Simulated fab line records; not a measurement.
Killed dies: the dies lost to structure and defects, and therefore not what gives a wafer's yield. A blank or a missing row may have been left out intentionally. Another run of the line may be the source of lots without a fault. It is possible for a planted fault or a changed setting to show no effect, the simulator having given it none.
The tool behind it: which one? || flow sky130 || 13 lots, 39 wafers sampled, at 4 steps of a route of 708

WHAT THE GAUGES SHOWED, per wafer
SKY_FIELD_ISO_CD_MEAS_13: the cd target is 150 nm. Usual: cd nm at 149.8 nm, with a standard deviation of 1.5.
{"lot": "L857", "measured": "day 2 04:23", "on": "cd sem-01", "cd nm (nm)": "148.4 150.4 149.9", "flag": ""}
{"lot": "L858", "measured": "day 2 10:52", "on": "cd sem-02", "cd nm (nm)": "149.1 149.3 147.9", "flag": ""}
{"lot": "L859", "measured": "day 2 15:52", "on": "cd sem-02", "cd nm (nm)": "149.7 147.6 148.1", "flag": ""}
{"lot": "L861", "measured": "day 3 02:49", "on": "cd sem-02", "cd nm (nm)": "152.9 152.3 151.8", "flag": ""}
{"lot": "L862", "measured": "day 3 07:05", "on": "cd sem-01", "cd nm (nm)": "152.1 151.2 150.9", "flag": ""}
{"lot": "L863", "measured": "day 3 13:44", "on": "cd sem-02", "cd nm (nm)": "147.1 149.1 148.5", "flag": ""}
{"lot": "L865", "measured": "day 3 23:05", "on": "cd sem-02", "cd nm (nm)": "149.7 151.5 149.5", "flag": ""}
{"lot": "L868", "measured": "day 4 17:17", "on": "cd sem-01", "cd nm (nm)": "148.9 149.0 149.5", "flag": ""}
{"lot": "L869", "measured": "day 4 23:54", "on": "cd sem-02", "cd nm (nm)": "149.2 151.8 149.7", "flag": ""}
{"lot": "L872", "measured": "day 5 11:44", "on": "cd sem-02", "cd nm (nm)": "149.3 148.6 148.8", "flag": ""}
{"lot": "L876", "measured": "day 6 08:25", "on": "cd sem-02", "cd nm (nm)": "149.0 149.6 150.1", "flag": ""}
{"lot": "L877", "measured": "day 6 12:01", "on": "cd sem-02", "cd nm (nm)": "151.7 151.6 153.3", "flag": ""}
{"lot": "L880", "measured": "day 7 04:10", "on": "cd sem-02", "cd nm (nm)": "149.9 151.2 150.6", "flag": ""}

SKY_LDD_HVN_TW_MEAS_10. Usual: LDD_HVN_TW gives 1433 (standard deviation 19).
{"lot": "L857", "measured": "day 19 22:04", "on": "film metro-04", "LDD_HVN_TW": "1456 1458 1464", "flag": ""}
{"lot": "L858", "measured": "day 20 16:17", "on": "film metro-01", "LDD_HVN_TW": "1435 1437 1436", "flag": ""}
{"lot": "L859", "measured": "day 21 06:46", "on": "film metro-02", "LDD_HVN_TW": "1420 1412 1415", "flag": ""}
{"lot": "L861", "measured": "day 21 22:14", "on": "film metro-04", "LDD_HVN_TW": "1444 1449 1453", "flag": ""}
{"lot": "L862", "measured": "day 22 08:37", "on": "film metro-04", "LDD_HVN_TW": "1451 1451 1461", "flag": ""}
{"lot": "L863", "measured": "day 22 17:35", "on": "film metro-02", "LDD_HVN_TW": "1410 1413 1417", "flag": ""}
{"lot": "L865", "measured": "day 23 12:31", "on": "film metro-04", "LDD_HVN_TW": "1455 1450 1454", "flag": ""}
{"lot": "L868", "measured": "day 24 15:16", "on": "film metro-04", "LDD_HVN_TW": "1461 1454 1455", "flag": ""}
{"lot": "L869", "measured": "day 25 00:29", "on": "film metro-02", "LDD_HVN_TW": "1418 1419 1413", "flag": ""}
{"lot": "L872", "measured": "day 26 03:05", "on": "film metro-01", "LDD_HVN_TW": "1432 1439 1430", "flag": ""}
{"lot": "L876", "measured": "day 27 03:01", "on": "film metro-02", "LDD_HVN_TW": "1411 1411 1405", "flag": ""}
{"lot": "L877", "measured": "day 27 12:03", "on": "film metro-04", "LDD_HVN_TW": "1462 1458 1464", "flag": ""}
{"lot": "L880", "measured": "day 28 09:52", "on": "film metro-02", "LDD_HVN_TW": "1411 1410 1411", "flag": ""}

WHICH TOOL RAN EACH LOT (tool, then ch and the chambers of the sampled wafers, then the start)
{"lot": "L857", "SKY_FIELD_ISO_DEVELOP_12": "litho track-01 ch 0, day 2 04:00", "SKY_FIELD_ISO_ETCH_17": "rie si-02 ch 1,2, day 2 04:43"}
{"lot": "L858", "SKY_FIELD_ISO_DEVELOP_12": "litho track-01 ch 0, day 2 10:00", "SKY_FIELD_ISO_ETCH_17": "rie si-01 ch 0,3, day 2 11:10"}
{"lot": "L859", "SKY_FIELD_ISO_DEVELOP_12": "litho track-04 ch 0, day 2 15:00", "SKY_FIELD_ISO_ETCH_17": "rie si-01 ch 0,1,3, day 2 16:11"}
{"lot": "L861", "SKY_FIELD_ISO_DEVELOP_12": "litho track-04 ch 0, day 3 02:00", "SKY_FIELD_ISO_ETCH_17": "rie si-01 ch 0,1,3, day 3 03:05"}
{"lot": "L862", "SKY_FIELD_ISO_DEVELOP_12": "litho track-01 ch 0, day 3 06:00", "SKY_FIELD_ISO_ETCH_17": "rie si-01 ch 1,2,3, day 3 07:25"}
{"lot": "L863", "SKY_FIELD_ISO_DEVELOP_12": "litho track-04 ch 0, day 3 13:00", "SKY_FIELD_ISO_ETCH_17": "rie si-02 ch 0,1,3, day 3 14:02"}
{"lot": "L865", "SKY_FIELD_ISO_DEVELOP_12": "litho track-01 ch 0, day 3 22:00", "SKY_FIELD_ISO_ETCH_17": "rie si-01 ch 1,2,3, day 3 23:25"}
{"lot": "L868", "SKY_FIELD_ISO_DEVELOP_12": "litho track-01 ch 0, day 4 17:00", "SKY_FIELD_ISO_ETCH_17": "rie si-02 ch 0,2,3, day 4 17:37"}
{"lot": "L869", "SKY_FIELD_ISO_DEVELOP_12": "litho track-01 ch 0, day 4 23:00", "SKY_FIELD_ISO_ETCH_17": "rie si-01 ch 0,1,2, day 5 00:10"}
{"lot": "L872", "SKY_FIELD_ISO_DEVELOP_12": "litho track-04 ch 0, day 5 11:00", "SKY_FIELD_ISO_ETCH_17": "rie si-01 ch 1,2, day 5 12:02"}
{"lot": "L876", "SKY_FIELD_ISO_DEVELOP_12": "litho track-04 ch 0, day 6 08:00", "SKY_FIELD_ISO_ETCH_17": "rie si-02 ch 0,1,3, day 6 08:44"}
{"lot": "L877", "SKY_FIELD_ISO_DEVELOP_12": "litho track-02 ch 0, day 6 11:00", "SKY_FIELD_ISO_ETCH_17": "rie si-01 ch 0,1,3, day 6 12:20"}
{"lot": "L880", "SKY_FIELD_ISO_DEVELOP_12": "litho track-02 ch 0, day 7 04:00", "SKY_FIELD_ISO_ETCH_17": "rie si-02 ch 0,1,3, day 7 04:29"}
- SKY_FIELD_ISO_DEVELOP_12: develop time 60 s.
- SKY_FIELD_ISO_ETCH_17: etches Si in HBr/Cl2/O2, target depth 342 nm, time 97.7 s.

WHAT THE TOOLS THEMSELVES READ (means of the sampled wafers that have a number; where no wafer has one, the mark that the record gives instead)
SKY_FIELD_ISO_DEVELOP_12. Usual: developer temp C 21.02 C, standard deviation 0.11; exhaust pa 44.9 Pa, standard deviation 0.94.
{"lot": "L857", "tool": "litho track-01", "developer temp C (C)": 21.13, "exhaust pa (Pa)": 45.1, "flag": ""}
{"lot": "L858", "tool": "litho track-01", "developer temp C (C)": 20.91, "exhaust pa (Pa)": 44.8, "flag": ""}
{"lot": "L859", "tool": "litho track-04", "developer temp C (C)": 21.02, "exhaust pa (Pa)": 45.2, "flag": ""}
{"lot": "L861", "tool": "litho track-04", "developer temp C (C)": 20.86, "exhaust pa (Pa)": 45.0, "flag": ""}
{"lot": "L862", "tool": "litho track-01", "developer temp C (C)": 21.00, "exhaust pa (Pa)": 45.2, "flag": ""}
{"lot": "L863", "tool": "litho track-04", "developer temp C (C)": 21.13, "exhaust pa (Pa)": 45.9, "flag": ""}
{"lot": "L865", "tool": "litho track-01", "developer temp C (C)": 21.04, "exhaust pa (Pa)": 45.3, "flag": ""}
{"lot": "L868", "tool": "litho track-01", "developer temp C (C)": 20.13, "exhaust pa (Pa)": 44.3, "flag": "OFF"}
{"lot": "L869", "tool": "litho track-01", "developer temp C (C)": 20.27, "exhaust pa (Pa)": 44.3, "flag": "OFF"}
{"lot": "L872", "tool": "litho track-04", "developer temp C (C)": 20.96, "exhaust pa (Pa)": 44.4, "flag": ""}
{"lot": "L876", "tool": "litho track-04", "developer temp C (C)": 20.89, "exhaust pa (Pa)": 44.5, "flag": ""}
{"lot": "L877", "tool": "litho track-02", "developer temp C (C)": 21.07, "exhaust pa (Pa)": 44.8, "flag": ""}
{"lot": "L880", "tool": "litho track-02", "developer temp C (C)": 20.99, "exhaust pa (Pa)": 45.8, "flag": ""}

SKY_FIELD_ISO_ETCH_17. Usual: bias w 150.1 W, standard deviation 0.43; drypump motor current A 5.6 A, standard deviation 0.48; oes product au 0.999 a.u., standard deviation 0.01; throttle valve pct 25.656 %, standard deviation 0.011.
{"lot": "L857", "tool": "rie si-02", "bias w (W)": 150.2, "drypump motor current A (A)": 6.0, "oes product au (a.u.)": 1.003, "throttle valve pct (%)": 25.653, "flag": ""}
{"lot": "L858", "tool": "rie si-01", "bias w (W)": 149.8, "drypump motor current A (A)": 5.4, "oes product au (a.u.)": 0.993, "throttle valve pct (%)": 25.657, "flag": ""}
{"lot": "L859", "tool": "rie si-01", "bias w (W)": 150.0, "drypump motor current A (A)": 5.6, "oes product au (a.u.)": 0.998, "throttle valve pct (%)": 25.656, "flag": ""}
{"lot": "L861", "tool": "rie si-01", "bias w (W)": 150.3, "drypump motor current A (A)": 5.6, "oes product au (a.u.)": 1.005, "throttle valve pct (%)": 25.658, "flag": ""}
{"lot": "L862", "tool": "rie si-01", "bias w (W)": 150.1, "drypump motor current A (A)": 5.6, "oes product au (a.u.)": 1.001, "throttle valve pct (%)": 25.658, "flag": ""}
{"lot": "L863", "tool": "rie si-02", "bias w (W)": 150.1, "drypump motor current A (A)": 6.1, "oes product au (a.u.)": 1.006, "throttle valve pct (%)": 25.650, "flag": ""}
{"lot": "L865", "tool": "rie si-01", "bias w (W)": 150.0, "drypump motor current A (A)": 5.6, "oes product au (a.u.)": 1.001, "throttle valve pct (%)": 25.662, "flag": ""}
{"lot": "L868", "tool": "rie si-02", "bias w (W)": 150.0, "drypump motor current A (A)": 5.8, "oes product au (a.u.)": 0.996, "throttle valve pct (%)": 25.651, "flag": ""}
{"lot": "L869", "tool": "rie si-01", "bias w (W)": 150.1, "drypump motor current A (A)": 5.3, "oes product au (a.u.)": 1.000, "throttle valve pct (%)": 25.654, "flag": ""}
{"lot": "L872", "tool": "rie si-01", "bias w (W)": 150.2, "drypump motor current A (A)": 5.2, "oes product au (a.u.)": 1.000, "throttle valve pct (%)": 25.654, "flag": ""}
{"lot": "L876", "tool": "rie si-02", "bias w (W)": 150.0, "drypump motor current A (A)": 6.0, "oes product au (a.u.)": 0.998, "throttle valve pct (%)": 25.658, "flag": ""}
{"lot": "L877", "tool": "rie si-01", "bias w (W)": 150.1, "drypump motor current A (A)": 5.6, "oes product au (a.u.)": 0.994, "throttle valve pct (%)": 25.663, "flag": ""}
{"lot": "L880", "tool": "rie si-02", "bias w (W)": 150.1, "drypump motor current A (A)": 6.0, "oes product au (a.u.)": 0.997, "throttle valve pct (%)": 25.653, "flag": ""}

THE ANSWER, worked out from the rows above alone
Rule: a lot is off if the mean of its wafers that have a number lies more than 3 standard deviations from the usual mean. Also off: a lot with no number at a reading for which 4 or more lots have one. The other lots that the step has rows for count as sound. First the gauges in route order, then the tools' own readings, where a lot's mean is used as printed above. The first step at which some lot is off is used, and at that step the reading that is off furthest; a lot without a number counts as furthest.
Off at SKY_FIELD_ISO_DEVELOP_12 (developer temp C): L868, L869.
If a tool, at that step or one of the process steps before it, ran each lot that is off and ran no sound lot following the first of them, it fits. One fits: SKY_FIELD_ISO_DEVELOP_12 on litho track-01. A fault onset in the window from L865 (day 3 22:00, its last sound lot) to L868 (day 4 17:00, its first lot off) fits.
The tool's own readings at SKY_FIELD_ISO_DEVELOP_12 bear it out: on the lots that are off they differ by more than 5 times the standard deviation of the sound lots' means. developer temp C reads 20.20 C there against 21.00 C on the sound lots.

WHAT HAD BEEN PUT IN BY THE SIMULATOR
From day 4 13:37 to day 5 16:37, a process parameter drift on litho track-01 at SKY_FIELD_ISO_DEVELOP_12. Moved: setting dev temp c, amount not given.
Shown lots that were struck: L868, L869. The same result came from the rule above.
